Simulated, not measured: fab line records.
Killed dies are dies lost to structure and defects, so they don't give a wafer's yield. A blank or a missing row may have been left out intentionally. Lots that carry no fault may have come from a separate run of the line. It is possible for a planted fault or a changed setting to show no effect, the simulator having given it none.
Which tool is to blame? || flow sfq_line || 41 wafers from 14 lots sampled at 2 of the route's 325 steps

## WHAT THE GAUGES SHOWED, per wafer
The record holds no reading of a measuring or inspecting step that can be judged against a usual standard deviation.

## EACH LOT AND THE TOOL THAT RAN IT (in order: tool; ch and the chambers of the sampled wafers; start)
{"lot": "L851", "SFQ_TRILAYER_I5_LITHO_DEVELOP_146": "litho_track-03 ch 0, day 55 17:54", "SFQ_TRILAYER_I7_VIA_ETCH_VIA_ETCH_190": "rie_diel-02 ch 0,1,2, day 78 03:12"}
{"lot": "L852", "SFQ_TRILAYER_I5_LITHO_DEVELOP_146": "litho_track-03 ch 0, day 55 20:17", "SFQ_TRILAYER_I7_VIA_ETCH_VIA_ETCH_190": "rie_diel-03 ch 1,2,3, day 78 05:36"}
{"lot": "L855", "SFQ_TRILAYER_I5_LITHO_DEVELOP_146": "litho_track-01 ch 0, day 56 13:07", "SFQ_TRILAYER_I7_VIA_ETCH_VIA_ETCH_190": "rie_diel-02 ch 0,3, day 79 00:35"}
{"lot": "L858", "SFQ_TRILAYER_I5_LITHO_DEVELOP_146": "litho_track-04 ch 0, day 59 10:49", "SFQ_TRILAYER_I7_VIA_ETCH_VIA_ETCH_190": "rie_diel-03 ch 0,1,3, day 81 03:47"}
{"lot": "L859", "SFQ_TRILAYER_I5_LITHO_DEVELOP_146": "litho_track-04 ch 0, day 59 18:55", "SFQ_TRILAYER_I7_VIA_ETCH_VIA_ETCH_190": "rie_diel-03 ch 0,1,3, day 81 07:23"}
{"lot": "L860", "SFQ_TRILAYER_I5_LITHO_DEVELOP_146": "litho_track-03 ch 0, day 59 21:19", "SFQ_TRILAYER_I7_VIA_ETCH_VIA_ETCH_190": "rie_diel-02 ch 2,3, day 81 12:11"}
{"lot": "L861", "SFQ_TRILAYER_I5_LITHO_DEVELOP_146": "litho_track-03 ch 0, day 62 01:00", "SFQ_TRILAYER_I7_VIA_ETCH_VIA_ETCH_190": "rie_diel-03 ch 0,3, day 81 13:31"}
{"lot": "L863", "SFQ_TRILAYER_I5_LITHO_DEVELOP_146": "litho_track-03 ch 0, day 71 14:37", "SFQ_TRILAYER_I7_VIA_ETCH_VIA_ETCH_190": "rie_diel-04 ch 1,2,3, day 82 01:27"}
{"lot": "L865", "SFQ_TRILAYER_I5_LITHO_DEVELOP_146": "litho_track-04 ch 0, day 72 13:28", "SFQ_TRILAYER_I7_VIA_ETCH_VIA_ETCH_190": "rie_diel-02 ch 0,1, day 83 11:25"}
{"lot": "L870", "SFQ_TRILAYER_I5_LITHO_DEVELOP_146": "litho_track-03, day 74 17:12", "SFQ_TRILAYER_I7_VIA_ETCH_VIA_ETCH_190": "rie_diel-03 ch 0,1, day 84 17:16"}
{"lot": "L871", "SFQ_TRILAYER_I5_LITHO_DEVELOP_146": "litho_track-01, day 75 02:48", "SFQ_TRILAYER_I7_VIA_ETCH_VIA_ETCH_190": "rie_diel-02 ch 1,3, day 86 12:25"}
{"lot": "L872", "SFQ_TRILAYER_I5_LITHO_DEVELOP_146": "litho_track-03 ch 0, day 75 04:00", "SFQ_TRILAYER_I7_VIA_ETCH_VIA_ETCH_190": "rie_diel-02 ch 1,3, day 88 21:54"}
{"lot": "L873", "SFQ_TRILAYER_I5_LITHO_DEVELOP_146": "litho_track-03 ch 0, day 75 13:36", "SFQ_TRILAYER_I7_VIA_ETCH_VIA_ETCH_190": "rie_diel-04 ch 2,3, day 88 23:06"}
{"lot": "L874", "SFQ_TRILAYER_I5_LITHO_DEVELOP_146": "litho_track-04 ch 0, day 75 17:13", "SFQ_TRILAYER_I7_VIA_ETCH_VIA_ETCH_190": "rie_diel-03 ch 0,1,2, day 89 00:18"}
- SFQ_TRILAYER_I5_LITHO_DEVELOP_146: time 60 s.
- SFQ_TRILAYER_I7_VIA_ETCH_VIA_ETCH_190: etches SiO2 in CHF3, stops on Nb, target depth 260 nm.

## AS READ BY THE TOOLS THEMSELVES (means over the sampled wafers that have a number; for cases with no such wafer, the mark the record gives instead)
SFQ_TRILAYER_I5_LITHO_DEVELOP_146. Usual: chill_plate_temp_C 23.00 C, standard deviation 0.11; exhaust_pa 45.0 Pa, standard deviation 0.85.
{"lot": "L851", "tool": "litho_track-03", "chill_plate_temp_C (C)": 23.06, "exhaust_pa (Pa)": 44.3, "flag": ""}
{"lot": "L852", "tool": "litho_track-03", "chill_plate_temp_C (C)": 22.99, "exhaust_pa (Pa)": 45.6, "flag": ""}
{"lot": "L855", "tool": "litho_track-01", "chill_plate_temp_C (C)": 22.93, "exhaust_pa (Pa)": 45.7, "flag": ""}
{"lot": "L858", "tool": "litho_track-04", "chill_plate_temp_C (C)": 22.95, "exhaust_pa (Pa)": 45.4, "flag": ""}
{"lot": "L859", "tool": "litho_track-04", "chill_plate_temp_C (C)": 23.00, "exhaust_pa (Pa)": 45.4, "flag": ""}
{"lot": "L860", "tool": "litho_track-03", "chill_plate_temp_C (C)": 23.06, "exhaust_pa (Pa)": 45.8, "flag": ""}
{"lot": "L861", "tool": "litho_track-03", "chill_plate_temp_C (C)": 23.06, "exhaust_pa (Pa)": 45.2, "flag": ""}
{"lot": "L863", "tool": "litho_track-03", "chill_plate_temp_C (C)": 22.94, "exhaust_pa (Pa)": 45.2, "flag": ""}
{"lot": "L865", "tool": "litho_track-04", "chill_plate_temp_C (C)": 22.94, "exhaust_pa (Pa)": 44.2, "flag": ""}
{"lot": "L870", "tool": "litho_track-03", "chill_plate_temp_C (C)": "-", "exhaust_pa (Pa)": "-", "flag": "OFF"}
{"lot": "L871", "tool": "litho_track-01", "chill_plate_temp_C (C)": "-", "exhaust_pa (Pa)": "-", "flag": "OFF"}
{"lot": "L872", "tool": "litho_track-03", "chill_plate_temp_C (C)": 23.01, "exhaust_pa (Pa)": 44.2, "flag": ""}
{"lot": "L873", "tool": "litho_track-03", "chill_plate_temp_C (C)": 23.06, "exhaust_pa (Pa)": 43.9, "flag": ""}
{"lot": "L874", "tool": "litho_track-04", "chill_plate_temp_C (C)": 22.93, "exhaust_pa (Pa)": 43.9, "flag": ""}

SFQ_TRILAYER_I7_VIA_ETCH_VIA_ETCH_190. Usual: drypump_motor_current_A 5.9 A, standard deviation 0.53; oes_product_au 0.855 a.u., standard deviation 0.0051.
{"lot": "L851", "tool": "rie_diel-02", "drypump_motor_current_A (A)": 6.1, "oes_product_au (a.u.)": 0.851, "flag": ""}
{"lot": "L852", "tool": "rie_diel-03", "drypump_motor_current_A (A)": 5.8, "oes_product_au (a.u.)": 0.856, "flag": ""}
{"lot": "L855", "tool": "rie_diel-02", "drypump_motor_current_A (A)": 5.8, "oes_product_au (a.u.)": 0.855, "flag": ""}
{"lot": "L858", "tool": "rie_diel-03", "drypump_motor_current_A (A)": 5.8, "oes_product_au (a.u.)": 0.854, "flag": ""}
{"lot": "L859", "tool": "rie_diel-03", "drypump_motor_current_A (A)": 5.7, "oes_product_au (a.u.)": 0.857, "flag": ""}
{"lot": "L860", "tool": "rie_diel-02", "drypump_motor_current_A (A)": 5.8, "oes_product_au (a.u.)": 0.858, "flag": ""}
{"lot": "L861", "tool": "rie_diel-03", "drypump_motor_current_A (A)": 5.3, "oes_product_au (a.u.)": 0.848, "flag": ""}
{"lot": "L863", "tool": "rie_diel-04", "drypump_motor_current_A (A)": 6.1, "oes_product_au (a.u.)": 0.851, "flag": ""}
{"lot": "L865", "tool": "rie_diel-02", "drypump_motor_current_A (A)": 6.2, "oes_product_au (a.u.)": 0.855, "flag": ""}
{"lot": "L870", "tool": "rie_diel-03", "drypump_motor_current_A (A)": 5.6, "oes_product_au (a.u.)": 0.857, "flag": ""}
{"lot": "L871", "tool": "rie_diel-02", "drypump_motor_current_A (A)": 6.1, "oes_product_au (a.u.)": 0.856, "flag": ""}
{"lot": "L872", "tool": "rie_diel-02", "drypump_motor_current_A (A)": 6.1, "oes_product_au (a.u.)": 0.855, "flag": ""}
{"lot": "L873", "tool": "rie_diel-04", "drypump_motor_current_A (A)": 6.5, "oes_product_au (a.u.)": 0.863, "flag": ""}
{"lot": "L874", "tool": "rie_diel-03", "drypump_motor_current_A (A)": 5.4, "oes_product_au (a.u.)": 0.856, "flag": ""}

## THE ANSWER, worked out from the rows above alone
Rule: lot off if the mean of its wafers having a number is beyond 3 standard deviations from the usual mean. A lot without any number at a reading at which 4 lots or more have one is off too. The other lots that the step has rows for count as sound. The gauges are gone through in route order, then the tools' own readings, and for those a lot's mean is taken as printed above. The first step at which some lot is off is used, and at that step the reading that is off furthest; a lot without a number counts as furthest.
Off at SFQ_TRILAYER_I5_LITHO_DEVELOP_146 (chill_plate_temp_C): L870, L871. Without a number there: L870, L871.
A tool fits if, at that step or a process step before it, it ran every lot that is off, and no sound lot after the first of them. Not one of the candidates tried fits.

## WHAT WAS PUT IN BY THE SIMULATOR
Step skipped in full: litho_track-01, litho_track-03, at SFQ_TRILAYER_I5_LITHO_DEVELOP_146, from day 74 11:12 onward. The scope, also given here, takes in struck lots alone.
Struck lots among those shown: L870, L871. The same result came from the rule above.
